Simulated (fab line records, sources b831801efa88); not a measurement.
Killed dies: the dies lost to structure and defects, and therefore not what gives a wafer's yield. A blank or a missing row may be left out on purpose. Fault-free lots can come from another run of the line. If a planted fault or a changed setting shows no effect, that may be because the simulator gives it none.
fab line records || flow sfqLine
record: {"lots": 6, "wafers": 18, "lastDay": 91}
route steps=325 shown M1@58
lots untouched by any fault: they come from a run of this same line in which no faults occurred
startH: hours from the record's opening day to when the first of the lot's shown wafers began || waitH: hours elapsed since this lot's preceding step || " unchanged from the row above || L1.1+2: a single row standing in for several wafers || - no value present, or no start provided || * or withheld: withheld || < > ~ a bound
route shown NAME@n: names a module that has steps shown in the file, with the first one's number in the route || usual: mean/standard deviation of fault-free wafers || same: alike in all rows || chamber/n: place in a boat || sites: each site's reading || _std_site: the standard deviation of these || _edge_site: outer sites' mean less inner sites' || radiusMm: how far each site lies from the wafer's centre || mask NAME#n: copy n || behind: the most recent tool/chamber to have shaped the wafer || hold: cause of the lot's hold/its duration in hours/its outcome || device: the transistor (n, p or np) that didn't switch || end of line: the same wafers' tests at the end of the route || where a step has no rows: the recipe by itself || killed: dies lost to structure and defects at the first sort, not the wafer's yield || map: the dies of a wafer, with x for killed, . for not killed, _ for no die there
set.NAME: the setting as run; set.NAME@STEP: as run at that earlier step || model.NAME: the simulator's own value behind a step, which no gauge read
lots seen at some steps along the route; tables by step, rows by wafer
services: when a tool's chamber went out of use (startH, in hours from the record's first day, below 0 if earlier), for how many hours, and the reason
== steps ==
step: SFQ_TRILAYER_M1_DEP_PRE_CLEAN_038
recipe: {"gas": "Ar", "timeS": 22.5, "biasV": 250}
step: SFQ_TRILAYER_M1_DEP_SPUTTER_037
recipe: {"material": "Nb", "basePressurePa": 1.33e-06, "chamberPressurePa": 0.1333, "substrateTempC": 20, "resputterCathodeVoltageV": 400, "targetThkNm": 200, "powerW": 2000, "timeS": 133.3}
usual: {"throttleValvePct": "30.1/1.2"}
{"lot.wafer": "L558.4", "tool": "pvdSputter-05", "chamber": "-", "startH": 282.37, "waitH": 0.0, "throttleValvePct": 29.5}
{"lot.wafer": "L558.5", "tool": "pvdSputter-05", "chamber": "-", "startH": 282.37, "waitH": 0.0, "throttleValvePct": 29.2}
{"lot.wafer": "L558.6", "tool": "pvdSputter-05", "chamber": "-", "startH": 282.37, "waitH": 0.0, "throttleValvePct": 30.2}
{"lot.wafer": "L563.1", "tool": "pvdSputter-05", "chamber": "-", "startH": 318.68, "waitH": 0.0, "throttleValvePct": 30.3}
{"lot.wafer": "L563.3", "tool": "pvdSputter-05", "chamber": "-", "startH": 318.68, "waitH": 0.0, "throttleValvePct": 32.3}
{"lot.wafer": "L563.6", "tool": "pvdSputter-05", "chamber": "-", "startH": 318.68, "waitH": 0.0, "throttleValvePct": 32.0}
{"lot.wafer": "L569.1", "tool": "pvdSputter-05", "chamber": "-", "startH": 393.91, "waitH": 0.0, "throttleValvePct": 29.3}
{"lot.wafer": "L569.2", "tool": "pvdSputter-05", "chamber": "-", "startH": 393.91, "waitH": 0.0, "throttleValvePct": 30.2}
{"lot.wafer": "L569.5", "tool": "pvdSputter-05", "chamber": "-", "startH": 393.91, "waitH": 0.0, "throttleValvePct": 29.9}
{"lot.wafer": "L571.1", "tool": "pvdSputter-06", "chamber": "-", "startH": 396.27, "waitH": 0.0, "throttleValvePct": 30.9}
{"lot.wafer": "L571.2", "tool": "pvdSputter-06", "chamber": "-", "startH": 396.27, "waitH": 0.0, "throttleValvePct": 28.5}
{"lot.wafer": "L571.6", "tool": "pvdSputter-06", "chamber": "-", "startH": 396.27, "waitH": 0.0, "throttleValvePct": 30.9}
{"lot.wafer": "L577.3", "tool": "pvdSputter-05", "chamber": "-", "startH": 403.26, "waitH": 0.0, "throttleValvePct": 30.4}
{"lot.wafer": "L577.4", "tool": "pvdSputter-05", "chamber": "-", "startH": 403.26, "waitH": 0.0, "throttleValvePct": 29.6}
{"lot.wafer": "L577.6", "tool": "pvdSputter-05", "chamber": "-", "startH": 403.26, "waitH": 0.0, "throttleValvePct": 30.3}
{"lot.wafer": "L579.2", "tool": "pvdSputter-03", "chamber": "-", "startH": 459.11, "waitH": 0.0, "throttleValvePct": 28.1}
{"lot.wafer": "L579.3", "tool": "pvdSputter-03", "chamber": "-", "startH": 459.11, "waitH": 0.0, "throttleValvePct": 28.8}
{"lot.wafer": "L579.4", "tool": "pvdSputter-03", "chamber": "-", "startH": 459.11, "waitH": 0.0, "throttleValvePct": 29.8}
step: SFQ_M1_RS_MEAS_909
recipe: {"thkMeasGauge": "four-point-probe", "reads": "Nb_of_TRILAYER_M1_DEP_SPUTTER_037"}
usual: {"M1_NB_RS": "0.888/0.012"}
{"lot.wafer": "L558.4", "tool": "filmMetro-02", "chamber": "-", "startH": 282.52, "waitH": 0.1, "M1_NB_RS[ohm/sq]": 0.884}
{"lot.wafer": "L558.5", "tool": "filmMetro-02", "chamber": "-", "startH": 282.52, "waitH": 0.1, "M1_NB_RS[ohm/sq]": 0.886}
{"lot.wafer": "L558.6", "tool": "filmMetro-02", "chamber": "-", "startH": 282.52, "waitH": 0.1, "M1_NB_RS[ohm/sq]": 0.901}
{"lot.wafer": "L563.1", "tool": "filmMetro-02", "chamber": "-", "startH": 318.77, "waitH": 0.0, "M1_NB_RS[ohm/sq]": 0.885}
{"lot.wafer": "L563.3", "tool": "filmMetro-02", "chamber": "-", "startH": 318.77, "waitH": 0.0, "M1_NB_RS[ohm/sq]": 0.890}
{"lot.wafer": "L563.6", "tool": "filmMetro-02", "chamber": "-", "startH": 318.77, "waitH": 0.0, "M1_NB_RS[ohm/sq]": 0.900}
{"lot.wafer": "L569.1", "tool": "filmMetro-04", "chamber": "-", "startH": 394.00, "waitH": 0.0, "M1_NB_RS[ohm/sq]": 0.854}
{"lot.wafer": "L569.2", "tool": "filmMetro-04", "chamber": "-", "startH": 394.00, "waitH": 0.0, "M1_NB_RS[ohm/sq]": 0.865}
{"lot.wafer": "L569.5", "tool": "filmMetro-04", "chamber": "-", "startH": 394.00, "waitH": 0.0, "M1_NB_RS[ohm/sq]": 0.862}
{"lot.wafer": "L571.1", "tool": "filmMetro-04", "chamber": "-", "startH": 396.36, "waitH": 0.0, "M1_NB_RS[ohm/sq]": 0.875}
{"lot.wafer": "L571.2", "tool": "filmMetro-04", "chamber": "-", "startH": 396.36, "waitH": 0.0, "M1_NB_RS[ohm/sq]": 0.879}
{"lot.wafer": "L571.6", "tool": "filmMetro-04", "chamber": "-", "startH": 396.36, "waitH": 0.0, "M1_NB_RS[ohm/sq]": 0.871}
{"lot.wafer": "L577.3", "tool": "filmMetro-02", "chamber": "-", "startH": 403.40, "waitH": 0.1, "M1_NB_RS[ohm/sq]": 0.873}
{"lot.wafer": "L577.4", "tool": "filmMetro-02", "chamber": "-", "startH": 403.40, "waitH": 0.1, "M1_NB_RS[ohm/sq]": 0.882}
{"lot.wafer": "L577.6", "tool": "filmMetro-02", "chamber": "-", "startH": 403.40, "waitH": 0.1, "M1_NB_RS[ohm/sq]": 0.879}
{"lot.wafer": "L579.2", "tool": "filmMetro-01", "chamber": "-", "startH": 459.23, "waitH": 0.1, "M1_NB_RS[ohm/sq]": 0.897}
{"lot.wafer": "L579.3", "tool": "filmMetro-01", "chamber": "-", "startH": 459.23, "waitH": 0.1, "M1_NB_RS[ohm/sq]": 0.899}
{"lot.wafer": "L579.4", "tool": "filmMetro-01", "chamber": "-", "startH": 459.23, "waitH": 0.1, "M1_NB_RS[ohm/sq]": 0.903}
step: SFQ_TRILAYER_M1_LITHO_COAT_044
recipe: {"resist": "BARC", "spinRpm": 3000, "resistThkNm": 62}
step: SFQ_TRILAYER_M1_LITHO_COAT_039
recipe: {"resist": "KrF", "spinRpm": 3000, "resistThkNm": 600}
step: SFQ_TRILAYER_M1_LITHO_SOFTBAKE_043
recipe: {"tempC": "withheld", "timeS": "withheld", "resist": "KrF"}
step: SFQ_TRILAYER_M1_LITHO_EXPOSE_040
recipe: {"maskId": "M1", "na": 0.6, "sourceShape": "conventional", "sigmaOuter": 0.65, "targetCdNm": 500, "doseMj": 14.4}
step: SFQ_TRILAYER_M1_LITHO_PEB_042
recipe: {"pebTempC": 115, "pebTimeS": 60, "resist": "KrF"}
step: SFQ_TRILAYER_M1_LITHO_DEVELOP_041
recipe: {"timeS": 60, "resist": "KrF"}
step: SFQ_M1_OVL_MEAS_911
usual: {"M1_OVL": "0/4.5"}
{"lot.wafer": "L558.4", "tool": "overlay-02", "chamber": "-", "startH": 398.83, "waitH": 0.1, "M1_OVL[nm]": 1}
{"lot.wafer": "L558.5", "tool": "overlay-02", "chamber": "-", "startH": 398.83, "waitH": 0.1, "M1_OVL[nm]": -3}
{"lot.wafer": "L558.6", "tool": "overlay-02", "chamber": "-", "startH": 398.83, "waitH": 0.1, "M1_OVL[nm]": -1}
{"lot.wafer": "L563.1", "tool": "overlay-02", "chamber": "-", "startH": 444.52, "waitH": 0.1, "M1_OVL[nm]": -2}
{"lot.wafer": "L563.3", "tool": "overlay-02", "chamber": "-", "startH": 444.52, "waitH": 0.1, "M1_OVL[nm]": -8}
{"lot.wafer": "L563.6", "tool": "overlay-02", "chamber": "-", "startH": 444.52, "waitH": 0.1, "M1_OVL[nm]": -2}
{"lot.wafer": "L569.1", "tool": "overlay-02", "chamber": "-", "startH": 541.50, "waitH": 0.1, "M1_OVL[nm]": 9}
{"lot.wafer": "L569.2", "tool": "overlay-02", "chamber": "-", "startH": 541.50, "waitH": 0.1, "M1_OVL[nm]": 1}
{"lot.wafer": "L569.5", "tool": "overlay-02", "chamber": "-", "startH": 541.50, "waitH": 0.1, "M1_OVL[nm]": 6}
{"lot.wafer": "L571.1", "tool": "overlay-01", "chamber": "-", "startH": 545.10, "waitH": 0.1, "M1_OVL[nm]": 5}
{"lot.wafer": "L571.2", "tool": "overlay-01", "chamber": "-", "startH": 545.10, "waitH": 0.1, "M1_OVL[nm]": -2}
{"lot.wafer": "L571.6", "tool": "overlay-01", "chamber": "-", "startH": 545.10, "waitH": 0.1, "M1_OVL[nm]": 5}
{"lot.wafer": "L577.3", "tool": "overlay-02", "chamber": "-", "startH": 559.51, "waitH": 0.1, "M1_OVL[nm]": 6}
{"lot.wafer": "L577.4", "tool": "overlay-02", "chamber": "-", "startH": 559.51, "waitH": 0.1, "M1_OVL[nm]": 2}
{"lot.wafer": "L577.6", "tool": "overlay-02", "chamber": "-", "startH": 559.51, "waitH": 0.1, "M1_OVL[nm]": 3}
{"lot.wafer": "L579.2", "tool": "overlay-02", "chamber": "-", "startH": 621.90, "waitH": 0.1, "M1_OVL[nm]": 2}
{"lot.wafer": "L579.3", "tool": "overlay-02", "chamber": "-", "startH": 621.90, "waitH": 0.1, "M1_OVL[nm]": 3}
{"lot.wafer": "L579.4", "tool": "overlay-02", "chamber": "-", "startH": 621.90, "waitH": 0.1, "M1_OVL[nm]": 0}
step: SFQ_TRILAYER_M1_BARC_OPEN_METAL_ETCH_054
recipe: {"maskMaterial": "PR", "chemistry": "O2", "targetDepthNm": 125, "target": "BARC", "icpW": 600, "biasW": 80, "pressureMtorr": 10, "timeS": 41.7}
usual: {"biasW": "80.03/0.23", "drypumpMotorCurrentA": "5.4/0.51", "oesProductAu": "0.685/0.0046"}
{"lot.wafer": "L558.4", "tool": "rieMetal-02", "chamber": 0, "startH": 398.87, "waitH": 0.0, "biasW": 79.70, "drypumpMotorCurrentA": 5.7, "oesProductAu": 0.696, "rfHoursCounterH": "-"}
{"lot.wafer": "L558.5", "tool": "rieMetal-02", "chamber": 1, "startH": 398.87, "waitH": 0.0, "biasW": 79.71, "drypumpMotorCurrentA": 4.8, "oesProductAu": 0.682, "rfHoursCounterH": "-"}
{"lot.wafer": "L558.6", "tool": "rieMetal-02", "chamber": 0, "startH": 398.87, "waitH": 0.0, "biasW": 80.27, "drypumpMotorCurrentA": 5.7, "oesProductAu": 0.689, "rfHoursCounterH": "-"}
{"lot.wafer": "L563.1", "tool": "rieMetal-03", "chamber": 1, "startH": 444.56, "waitH": 0.0, "biasW": 80.17, "drypumpMotorCurrentA": 6.3, "oesProductAu": 0.680, "rfHoursCounterH": 60}
{"lot.wafer": "L563.3", "tool": "rieMetal-03", "chamber": 0, "startH": 444.56, "waitH": 0.0, "biasW": 80.00, "drypumpMotorCurrentA": 5.0, "oesProductAu": 0.685, "rfHoursCounterH": "-"}
{"lot.wafer": "L563.6", "tool": "rieMetal-03", "chamber": 0, "startH": 444.56, "waitH": 0.0, "biasW": 79.85, "drypumpMotorCurrentA": 4.9, "oesProductAu": 0.681, "rfHoursCounterH": "-"}
{"lot.wafer": "L569.1", "tool": "rieMetal-02", "chamber": 0, "startH": 541.53, "waitH": 0.0, "biasW": 79.92, "drypumpMotorCurrentA": 5.7, "oesProductAu": 0.686, "rfHoursCounterH": 33}
{"lot.wafer": "L569.2", "tool": "rieMetal-02", "chamber": 1, "startH": 541.53, "waitH": 0.0, "biasW": 80.03, "drypumpMotorCurrentA": 4.8, "oesProductAu": 0.686, "rfHoursCounterH": 127}
{"lot.wafer": "L569.5", "tool": "rieMetal-02", "chamber": 0, "startH": 541.53, "waitH": 0.0, "biasW": 80.11, "drypumpMotorCurrentA": 5.7, "oesProductAu": 0.677, "rfHoursCounterH": "-"}
{"lot.wafer": "L571.1", "tool": "rieMetal-02", "chamber": 0, "startH": 545.13, "waitH": 0.0, "biasW": 80.09, "drypumpMotorCurrentA": 5.7, "oesProductAu": 0.682, "rfHoursCounterH": 33}
{"lot.wafer": "L571.2", "tool": "rieMetal-02", "chamber": 1, "startH": 545.13, "waitH": 0.0, "biasW": 79.98, "drypumpMotorCurrentA": 4.8, "oesProductAu": 0.692, "rfHoursCounterH": 128}
{"lot.wafer": "L571.6", "tool": "rieMetal-02", "chamber": 0, "startH": 545.13, "waitH": 0.0, "biasW": 80.68, "drypumpMotorCurrentA": 5.7, "oesProductAu": 0.686, "rfHoursCounterH": "-"}
{"lot.wafer": "L577.3", "tool": "rieMetal-03", "chamber": 1, "startH": 559.55, "waitH": 0.0, "biasW": 79.80, "drypumpMotorCurrentA": 6.2, "oesProductAu": 0.683, "rfHoursCounterH": "-"}
{"lot.wafer": "L577.4", "tool": "rieMetal-03", "chamber": 0, "startH": 559.55, "waitH": 0.0, "biasW": 80.47, "drypumpMotorCurrentA": 4.9, "oesProductAu": 0.689, "rfHoursCounterH": "-"}
{"lot.wafer": "L577.6", "tool": "rieMetal-03", "chamber": 1, "startH": 559.55, "waitH": 0.0, "biasW": 79.72, "drypumpMotorCurrentA": 6.2, "oesProductAu": 0.679, "rfHoursCounterH": "-"}
{"lot.wafer": "L579.2", "tool": "rieMetal-02", "chamber": 1, "startH": 621.93, "waitH": 0.0, "biasW": 79.93, "drypumpMotorCurrentA": 4.8, "oesProductAu": 0.688, "rfHoursCounterH": 137}
{"lot.wafer": "L579.3", "tool": "rieMetal-02", "chamber": 0, "startH": 621.93, "waitH": 0.0, "biasW": 79.97, "drypumpMotorCurrentA": 5.7, "oesProductAu": 0.681, "rfHoursCounterH": "-"}
{"lot.wafer": "L579.4", "tool": "rieMetal-02", "chamber": 1, "startH": 621.93, "waitH": 0.0, "biasW": 79.80, "drypumpMotorCurrentA": 4.8, "oesProductAu": 0.686, "rfHoursCounterH": "-"}
step: SFQ_TRILAYER_M1_ETCH_METAL_ETCH_042
recipe: {"target": "Nb", "stopOn": "SiO2", "maskMaterial": "PR", "chemistry": "Cl2/Ar", "targetDepthNm": 240, "icpW": 622.8, "biasW": 80, "pressureMtorr": 10, "timeS": 120}
usual: {"biasW": "80.03/0.23", "drypumpMotorCurrentA": "5.4/0.51", "oesProductAu": "0.896/0.0085"}
{"lot.wafer": "L558.4", "tool": "rieMetal-02", "chamber": 0, "startH": 398.95, "waitH": 0.1, "biasW": 79.87, "drypumpMotorCurrentA": 5.7, "oesProductAu": 0.903, "rfHoursCounterH": "-"}
{"lot.wafer": "L558.5", "tool": "rieMetal-02", "chamber": 1, "startH": 398.95, "waitH": 0.1, "biasW": 79.71, "drypumpMotorCurrentA": 4.8, "oesProductAu": 0.902, "rfHoursCounterH": "-"}
{"lot.wafer": "L558.6", "tool": "rieMetal-02", "chamber": 0, "startH": 398.95, "waitH": 0.1, "biasW": 79.93, "drypumpMotorCurrentA": 5.7, "oesProductAu": 0.893, "rfHoursCounterH": "-"}
{"lot.wafer": "L563.1", "tool": "rieMetal-03", "chamber": 1, "startH": 444.62, "waitH": 0.0, "biasW": 79.95, "drypumpMotorCurrentA": 6.3, "oesProductAu": 0.898, "rfHoursCounterH": 60}
{"lot.wafer": "L563.3", "tool": "rieMetal-03", "chamber": 0, "startH": 444.62, "waitH": 0.0, "biasW": 80.05, "drypumpMotorCurrentA": 5.0, "oesProductAu": 0.894, "rfHoursCounterH": "-"}
{"lot.wafer": "L563.6", "tool": "rieMetal-03", "chamber": 0, "startH": 444.62, "waitH": 0.0, "biasW": 80.09, "drypumpMotorCurrentA": 5.0, "oesProductAu": 0.891, "rfHoursCounterH": "-"}
{"lot.wafer": "L569.1", "tool": "rieMetal-02", "chamber": 0, "startH": 541.59, "waitH": 0.0, "biasW": 72.81, "drypumpMotorCurrentA": 5.7, "oesProductAu": 0.910, "rfHoursCounterH": 33}
{"lot.wafer": "L569.2", "tool": "rieMetal-02", "chamber": 1, "startH": 541.59, "waitH": 0.0, "biasW": 80.43, "drypumpMotorCurrentA": 4.8, "oesProductAu": 0.904, "rfHoursCounterH": 127}
{"lot.wafer": "L569.5", "tool": "rieMetal-02", "chamber": 0, "startH": 541.59, "waitH": 0.0, "biasW": 73.34, "drypumpMotorCurrentA": 5.7, "oesProductAu": 0.912, "rfHoursCounterH": "-"}
{"lot.wafer": "L571.1", "tool": "rieMetal-02", "chamber": 0, "startH": 545.19, "waitH": 0.0, "biasW": 73.40, "drypumpMotorCurrentA": 5.7, "oesProductAu": 0.903, "rfHoursCounterH": 33}
{"lot.wafer": "L571.2", "tool": "rieMetal-02", "chamber": 1, "startH": 545.19, "waitH": 0.0, "biasW": 80.34, "drypumpMotorCurrentA": 4.8, "oesProductAu": 0.904, "rfHoursCounterH": 128}
{"lot.wafer": "L571.6", "tool": "rieMetal-02", "chamber": 0, "startH": 545.19, "waitH": 0.0, "biasW": 73.52, "drypumpMotorCurrentA": 5.7, "oesProductAu": 0.904, "rfHoursCounterH": "-"}
{"lot.wafer": "L577.3", "tool": "rieMetal-03", "chamber": 1, "startH": 559.63, "waitH": 0.1, "biasW": 79.68, "drypumpMotorCurrentA": 6.2, "oesProductAu": 0.906, "rfHoursCounterH": "-"}
{"lot.wafer": "L577.4", "tool": "rieMetal-03", "chamber": 0, "startH": 559.63, "waitH": 0.1, "biasW": 79.49, "drypumpMotorCurrentA": 5.0, "oesProductAu": 0.896, "rfHoursCounterH": "-"}
{"lot.wafer": "L577.6", "tool": "rieMetal-03", "chamber": 1, "startH": 559.63, "waitH": 0.1, "biasW": 80.38, "drypumpMotorCurrentA": 6.2, "oesProductAu": 0.897, "rfHoursCounterH": "-"}
{"lot.wafer": "L579.2", "tool": "rieMetal-02", "chamber": 1, "startH": 621.99, "waitH": 0.0, "biasW": 80.32, "drypumpMotorCurrentA": 4.8, "oesProductAu": 0.894, "rfHoursCounterH": 137}
{"lot.wafer": "L579.3", "tool": "rieMetal-02", "chamber": 0, "startH": 621.99, "waitH": 0.0, "biasW": 80.05, "drypumpMotorCurrentA": 5.7, "oesProductAu": 0.884, "rfHoursCounterH": "-"}
{"lot.wafer": "L579.4", "tool": "rieMetal-02", "chamber": 1, "startH": 621.99, "waitH": 0.0, "biasW": 80.46, "drypumpMotorCurrentA": 4.8, "oesProductAu": 0.890, "rfHoursCounterH": "-"}
step: SFQ_TRILAYER_M1_STRIP_STRIP_043
recipe: {"gas": "O2", "powerW": 200, "platenTempC": 40, "overashFraction": 0.65, "chemistry": "O2", "pressureMtorr": 50}
usual: {"drypumpMotorCurrentA": "5.4/0.51", "oesProductAu": "0.998/0.011"}
{"lot.wafer": "L558.4", "tool": "rieMetal-02", "chamber": 0, "startH": 399.23, "waitH": 0.2, "drypumpMotorCurrentA": 5.7, "oesProductAu": 0.985, "rfHoursCounterH": "-"}
{"lot.wafer": "L558.5", "tool": "rieMetal-02", "chamber": 1, "startH": 399.23, "waitH": 0.2, "drypumpMotorCurrentA": 4.9, "oesProductAu": 0.986, "rfHoursCounterH": "-"}
{"lot.wafer": "L558.6", "tool": "rieMetal-02", "chamber": 0, "startH": 399.23, "waitH": 0.2, "drypumpMotorCurrentA": 5.7, "oesProductAu": 1.000, "rfHoursCounterH": "-"}
{"lot.wafer": "L563.1", "tool": "rieMetal-03", "chamber": 1, "startH": 444.74, "waitH": 0.1, "drypumpMotorCurrentA": 6.2, "oesProductAu": 1.016, "rfHoursCounterH": 60}
{"lot.wafer": "L563.3", "tool": "rieMetal-03", "chamber": 0, "startH": 444.74, "waitH": 0.1, "drypumpMotorCurrentA": 4.9, "oesProductAu": 1.023, "rfHoursCounterH": "-"}
{"lot.wafer": "L563.6", "tool": "rieMetal-03", "chamber": 0, "startH": 444.74, "waitH": 0.1, "drypumpMotorCurrentA": 4.9, "oesProductAu": 1.024, "rfHoursCounterH": "-"}
{"lot.wafer": "L569.1", "tool": "rieMetal-02", "chamber": 0, "startH": 541.72, "waitH": 0.1, "drypumpMotorCurrentA": 5.7, "oesProductAu": 0.982, "rfHoursCounterH": 33}
{"lot.wafer": "L569.2", "tool": "rieMetal-02", "chamber": 1, "startH": 541.72, "waitH": 0.1, "drypumpMotorCurrentA": 4.8, "oesProductAu": 0.986, "rfHoursCounterH": 127}
{"lot.wafer": "L569.5", "tool": "rieMetal-02", "chamber": 0, "startH": 541.72, "waitH": 0.1, "drypumpMotorCurrentA": 5.7, "oesProductAu": 0.984, "rfHoursCounterH": "-"}
{"lot.wafer": "L571.1", "tool": "rieMetal-02", "chamber": 0, "startH": 545.32, "waitH": 0.1, "drypumpMotorCurrentA": 5.7, "oesProductAu": 0.986, "rfHoursCounterH": 33}
{"lot.wafer": "L571.2", "tool": "rieMetal-02", "chamber": 1, "startH": 545.32, "waitH": 0.1, "drypumpMotorCurrentA": 4.8, "oesProductAu": 0.992, "rfHoursCounterH": 128}
{"lot.wafer": "L571.6", "tool": "rieMetal-02", "chamber": 0, "startH": 545.32, "waitH": 0.1, "drypumpMotorCurrentA": 5.7, "oesProductAu": 0.986, "rfHoursCounterH": "-"}
{"lot.wafer": "L577.3", "tool": "rieMetal-03", "chamber": 1, "startH": 559.92, "waitH": 0.2, "drypumpMotorCurrentA": 6.2, "oesProductAu": 1.009, "rfHoursCounterH": "-"}
{"lot.wafer": "L577.4", "tool": "rieMetal-03", "chamber": 0, "startH": 559.92, "waitH": 0.2, "drypumpMotorCurrentA": 5.0, "oesProductAu": 1.011, "rfHoursCounterH": "-"}
{"lot.wafer": "L577.6", "tool": "rieMetal-03", "chamber": 1, "startH": 559.92, "waitH": 0.2, "drypumpMotorCurrentA": 6.2, "oesProductAu": 1.002, "rfHoursCounterH": "-"}
{"lot.wafer": "L579.2", "tool": "rieMetal-02", "chamber": 1, "startH": 622.12, "waitH": 0.1, "drypumpMotorCurrentA": 4.8, "oesProductAu": 0.995, "rfHoursCounterH": 137}
{"lot.wafer": "L579.3", "tool": "rieMetal-02", "chamber": 0, "startH": 622.12, "waitH": 0.1, "drypumpMotorCurrentA": 5.7, "oesProductAu": 0.989, "rfHoursCounterH": "-"}
{"lot.wafer": "L579.4", "tool": "rieMetal-02", "chamber": 1, "startH": 622.12, "waitH": 0.1, "drypumpMotorCurrentA": 4.8, "oesProductAu": 0.984, "rfHoursCounterH": "-"}
== services ==
{"tool": "pvdSputter-03", "chamber": "-", "startH": 275.94, "hours": 11.6, "kind": "repair"}
{"tool": "rieMetal-02", "chamber": 0, "startH": 294.66, "hours": "-", "kind": "clean"}
{"tool": "rieMetal-02", "chamber": 0, "startH": 294.66, "hours": 15.3, "kind": "scheduledDown"}
{"tool": "rieMetal-02", "chamber": 0, "startH": 294.66, "hours": 15.3, "kind": "ventCycle"}
{"tool": "pvdSputter-06", "chamber": "-", "startH": 314.02, "hours": 8.9, "kind": "repair"}
{"tool": "pvdSputter-05", "chamber": "-", "startH": 347.72, "hours": 0.7, "kind": "repair"}
{"tool": "pvdSputter-06", "chamber": "-", "startH": 352.81, "hours": 3.0, "kind": "repair"}
{"tool": "rieMetal-02", "chamber": 0, "startH": 384.84, "hours": 5.2, "kind": "repair"}
{"tool": "pvdSputter-03", "chamber": "-", "startH": 394.97, "hours": 10.9, "kind": "repair"}
{"tool": "pvdSputter-06", "chamber": "-", "startH": 427.72, "hours": 4.0, "kind": "repair"}
{"tool": "pvdSputter-06", "chamber": "-", "startH": 465.08, "hours": 1.1, "kind": "repair"}
{"tool": "rieMetal-03", "chamber": 0, "startH": 510.16, "hours": 6.1, "kind": "repair"}
{"tool": "pvdSputter-06", "chamber": "-", "startH": 540.24, "hours": 9.1, "kind": "repair"}
{"tool": "pvdSputter-03", "chamber": "-", "startH": 592.38, "hours": 1.0, "kind": "repair"}
{"tool": "pvdSputter-03", "chamber": "-", "startH": 595.64, "hours": 8.8, "kind": "repair"}
== key ==
firstSign: {"step": "SFQ_TRILAYER_M1_ETCH_METAL_ETCH_042", "reading": "biasW", "direction": "down", "sigmas": 29, "usual": 80.03, "struck": 73.27}
effect none on later readings
metAt SFQ_TRILAYER_M1_ETCH_METAL_ETCH_042
struckWafers L569.1,L569.5,L571.1,L571.6
onsetBetween 398.95 541.59
fault: {"kind": "processParameterDrift", "tool": "rieMetal-02", "chamber": 0, "onsetH": 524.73, "steps": "SFQ_TRILAYER_M1_ETCH_METAL_ETCH_042", "channel": "biasW", "offset": -6.5236, "shape": "step", "endH": 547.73, "actsIn": "theseRecipesOnly", "stated": 80}
